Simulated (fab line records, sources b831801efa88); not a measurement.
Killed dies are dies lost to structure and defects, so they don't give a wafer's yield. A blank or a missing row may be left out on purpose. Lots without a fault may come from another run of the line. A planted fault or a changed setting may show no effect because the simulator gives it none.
fab line records | flow gf180mcu
record lots=7 wafers=21 last_day=34
route steps=602 shown HV_LDD@229 NSD@235
lots that met no fault: from a run of the same line without faults
start_h: hours from the record's first day to the start of the lot's first wafer shown | wait_h: hours since the lot's step before | " the same as in the row above | L1.1+2: a row that stands for several wafers | - no value, or no start given | * or withheld: withheld | < > ~ a bound
route shown NAME@n: a module of which the file shows steps, and the number in the route of the first | usual: mean/standard deviation of fault-free wafers | same: alike in all rows | chamber/n: place in a boat | sites: the reading at each site | _std_site: their standard deviation | _edge_site: outer sites' mean less inner sites' | radius_mm: how far each site lies from the wafer's centre | mask NAME#n: copy n | behind: the tool/chamber that last shaped the wafer | hold: why the lot was held/for how many hours/how that ended | device: the transistor (n, p or np) that didn't switch | end of line: the same wafers' tests at the end of the route | a step without rows: its recipe alone | killed: dies lost to structure and defects at the first sort, not the wafer's yield | map: a wafer's dies, x killed, . not, _ none there
set.NAME: the setting as run; set.NAME@STEP: as run at that earlier step | model.NAME: the simulator's own value behind a step, which no gauge read
lots at some steps of the route; a table a step, a row a wafer
services: from which hour (start_h, from the record's first day; less than 0 if before it) a tool's chamber was out of use, for how many hours, and why
## steps
# step GF_HV_LDD_RS_MEAS_53
# recipe thk_meas_gauge=four-point-probe
# usual HV_LDD_RS=417.8/0.94
# columns lot.wafer tool chamber start_h wait_h HV_LDD_RS[ohm/sq]
L777.1 film_metro-03 - 404.42 0.1 418.2
L777.3 " - " " 416.9
L777.5 " - " " 417.5
L776.1 film_metro-01 - 405.02 0.1 419.2
L776.4 " - " " 418.7
L776.5 " - " " 419.5
L778.1 film_metro-03 - 409.52 0.1 419.2
L778.5 " - " " 417.4
L778.6 " - " " 418.7
L780.1 film_metro-02 - 427.13 0.1 416.6
L780.4 " - " " 415.0
L780.6 " - " " 417.3
L781.2 film_metro-02 - 434.78 0.1 417.5
L781.4 " - " " 418.1
L781.5 " - " " 417.8
L782.1 film_metro-02 - 443.69 0.1 416.6
L782.3 " - " " 416.1
L782.4 " - " " 416.1
L783.1 film_metro-02 - 450.84 0.1 417.7
L783.3 " - " " 417.8
L783.5 " - " " 416.9
# step GF_HV_LDD_CVD_54
# recipe material=SiO2 target_thk_nm=10 precursor=TEOS temp_c=680 time_s=75 pressure_mtorr=400
# step GF_HV_LDD_THK_MEAS_55
# recipe reads=SiO2_of_HV_LDD_CVD_54
# usual HV_LDD_CVD_54_THK=10.04/0.14
# columns lot.wafer tool chamber start_h wait_h HV_LDD_CVD_54_THK[nm]
L777.1 film_metro-03 - 405.56 0.0 10.02
L777.3 " - " " 10.10
L777.5 " - " " 10.10
L776.1 film_metro-01 - 406.58 0.0 9.90
L776.4 " - " " 10.13
L776.5 " - " " 10.06
L778.1 film_metro-02 - 410.66 0.0 9.93
L778.5 " - " " 9.90
L778.6 " - " " 10.00
L780.1 film_metro-01 - 428.27 0.0 10.15
L780.4 " - " " 10.07
L780.6 " - " " 10.13
L781.2 film_metro-01 - 436.43 0.0 10.05
L781.4 " - " " 10.01
L781.5 " - " " 10.09
L782.1 film_metro-02 - 444.83 0.0 10.19
L782.3 " - " " 10.08
L782.4 " - " " 10.16
L783.1 film_metro-03 - 452.49 0.0 10.10
L783.3 " - " " 10.02
L783.5 " - " " 10.15
# step GF_HV_LDD_CVD_56
# recipe material=Si3N4 precursor=DCS/NH3 target_thk_nm=90 temp_c=770 time_s=1543 pressure_mtorr=250
# step GF_HV_LDD_THK_MEAS_57
# recipe reads=Si3N4_of_HV_LDD_CVD_56
# usual HV_LDD_CVD_56_THK=90.2/0.93
# columns lot.wafer tool chamber start_h wait_h HV_LDD_CVD_56_THK[nm]
L777.1 film_metro-01 - 407.42 0.0 90.2
L777.3 " - " " 91.3
L777.5 " - " " 90.8
L776.1 film_metro-01 - 408.84 0.0 89.1
L776.4 " - " " 88.6
L776.5 " - " " 89.2
L778.1 film_metro-01 - 412.14 0.0 90.8
L778.5 " - " " 91.0
L778.6 " - " " 90.2
L780.1 film_metro-01 - 429.76 0.0 90.4
L780.4 " - " " 90.2
L780.6 " - " " 91.3
L781.2 film_metro-01 - 437.91 0.0 90.6
L781.4 " - " " 90.9
L781.5 " - " " 89.7
L782.1 film_metro-02 - 446.32 0.0 90.8
L782.3 " - " " 90.9
L782.4 " - " " 90.7
L783.1 film_metro-02 - 453.98 0.0 90.4
L783.3 " - " " 90.6
L783.5 " - " " 89.9
# step GF_HV_LDD_ETCHBACK_58
# recipe chemistry=CH3F/O2 target=Si3N4 stop_on=SiO2 source_w=400 bias_w=80 pressure_mtorr=25 ch3f_flow_sccm=40 O2_flow_sccm=30 time_s=100 target_depth_a=900
# usual drypump_motor_current_A=5.9/0.31 oes_product_au=0.844/0.0069 throttle_valve_pct=10.562/0.0082
# same time_s=100
# columns lot.wafer tool chamber start_h wait_h drypump_motor_current_A oes_product_au rf_hours_counter_h throttle_valve_pct
L777.1 rie_diel-03 2 407.48 0.1 5.8 0.845 107 10.571
L777.3 " 3 " " 5.6 0.859 3 10.558
L777.5 " 3 " " 5.6 0.837 - 10.562
L776.1 rie_diel-02 2 408.90 0.1 6.4 0.836 9 10.566
L776.4 " 3 " " 5.8 0.839 86 10.567
L776.5 " 2 " " 6.3 0.840 - 10.558
L778.1 rie_diel-02 1 412.20 0.1 5.8 0.846 27 10.560
L778.5 " 1 " " 5.8 0.854 - 10.568
L778.6 " 2 " " 6.3 0.839 - 10.576
L780.1 rie_diel-01 3 429.82 0.1 6.0 0.840 57 10.560
L780.4 " 0 " " 5.5 0.836 14 10.557
L780.6 " 0 " " 5.5 0.849 - 10.561
L781.2 rie_diel-03 0 437.96 0.0 6.0 0.847 4 10.561
L781.4 " 3 " " 5.6 0.852 4 10.563
L781.5 " 2 " " 5.8 0.846 - 10.563
L782.1 rie_diel-01 3 446.38 0.1 6.0 0.851 57 10.565
L782.3 " 1 " " 5.6 0.845 72 10.556
L782.4 " 2 " " 5.4 0.838 3 10.562
L783.1 rie_diel-01 0 454.04 0.1 5.5 0.846 14 10.561
L783.3 " 1 " " 5.6 0.848 73 10.568
L783.5 " 3 " " 6.0 0.836 - 10.556
# step GF_NSD_DEHYDRATE_00
# recipe temp_c=200 time_s=60
# step GF_NSD_HMDS_01
# recipe prime_time_s=60 prime_temp_c=120
# step GF_NSD_COAT_02
# recipe resist=NOVOLAK spin_rpm=3000 resist_thk_nm=1000
# step GF_NSD_SOFTBAKE_03
# recipe temp_c=90 time_s=60 resist=NOVOLAK
# step GF_NSD_EXPOSE_04
# recipe mask_id=Nplus target_cd_nm=400 na=0.6 source_shape=conventional sigma_outer=0.6 dose_mj=140
# step GF_NSD_PEB_05
# recipe temp_c=withheld time_s=* resist=NOVOLAK
# step GF_NSD_DEVELOP_06
# recipe develop_time_s=60 dev_temp_c=23
# usual chill_plate_temp_C=23.03/0.1 develop_time_s=60/0
# columns lot.wafer tool chamber start_h wait_h chill_plate_temp_C develop_time_s
L777.1 litho_track-01 0 430.96 0.1 23.12 60
L777.3 " 0 " " 23.09 60
L777.5 " 0 " " 22.93 60
L776.1 litho_track-01 - 432.51 0.1 - -
L776.4 " - " " - -
L776.5 " - " " - -
L778.1 litho_track-01 - 436.26 0.1 - -
L778.5 " - " " - -
L778.6 " - " " - -
L780.1 litho_track-02 - 454.50 0.1 - -
L780.4 " - " " - -
L780.6 " - " " - -
L781.2 litho_track-02 0 462.78 0.1 23.00 60
L781.4 " 0 " " 23.04 60
L781.5 " 0 " " 23.06 60
L782.1 litho_track-04 0 470.79 0.1 23.01 60
L782.3 " 0 " " 23.01 60
L782.4 " 0 " " 23.04 60
L783.1 litho_track-01 0 477.56 0.1 23.17 60
L783.3 " 0 " " 22.98 60
L783.5 " 0 " " 23.22 60
# step GF_NSD_CD_MEAS_07
# recipe target_cd_nm=400
# usual cd_nm=399.5/2.7
# columns lot.wafer tool chamber start_h wait_h cd_nm
L777.1 cd_sem-01 - 431.11 0.1 401.5
L777.3 " - " " 402.6
L777.5 " - " " 399.8
L776.1 cd_sem-02 - 432.66 0.1 -
L776.4 " - " " -
L776.5 " - " " -
L778.1 cd_sem-02 - 436.41 0.1 -
L778.5 " - " " -
L778.6 " - " " -
L780.1 cd_sem-02 - 454.65 0.1 -
L780.4 " - " " -
L780.6 " - " " -
L781.2 cd_sem-01 - 462.92 0.1 399.4
L781.4 " - " " 398.8
L781.5 " - " " 397.2
L782.1 cd_sem-01 - 470.94 0.1 399.2
L782.3 " - " " 398.7
L782.4 " - " " 399.7
L783.1 cd_sem-02 - 477.71 0.1 399.5
L783.3 " - " " 397.8
L783.5 " - " " 399.7
## services
# columns tool chamber start_h hours kind
rie_diel-02 1 394.55 5.9 repair
litho_track-01 - 404.24 - consumable_replace:filter
rie_diel-03 2 414.71 - clean
rie_diel-03 2 414.71 15.6 scheduled_down
rie_diel-03 2 414.71 15.6 vent_cycle
rie_diel-02 2 430.86 3.1 repair
rie_diel-02 0 439.01 8.5 repair
rie_diel-02 0 477.50 4.6 repair
## key
first_sign step=GF_NSD_DEVELOP_06 reading=tool_record direction=missing
effect none on later readings
met_at GF_NSD_DEVELOP_06
struck_wafers L776.1,L776.4,L776.5,L778.1,L778.5,L778.6,L780.1,L780.4,L780.6
sort_left_out L776.1,L776.4,L776.5,L778.1,L778.5,L778.6,L780.1,L780.4,L780.6
tester_left_out L776,L778,L780
onset_between 430.96 432.51
fault kind=skipped_step_whole tool=litho_track-01,litho_track-02 chamber=- onset_h=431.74 steps=GF_NSD_DEVELOP_06 scope=struck_lots_only
# tester_left_out: of these lots the tester's yield and bins aren't shown, on N5 and GAA mostly nor the transistor test; their killed dies are dies lost to structure and defects alone, not to doping, threshold or leakage, so they don't give the yield
# sort_left_out: the simulated sort isn't trusted on such a fault, so these wafers' sort isn't shown, and their yield isn't known
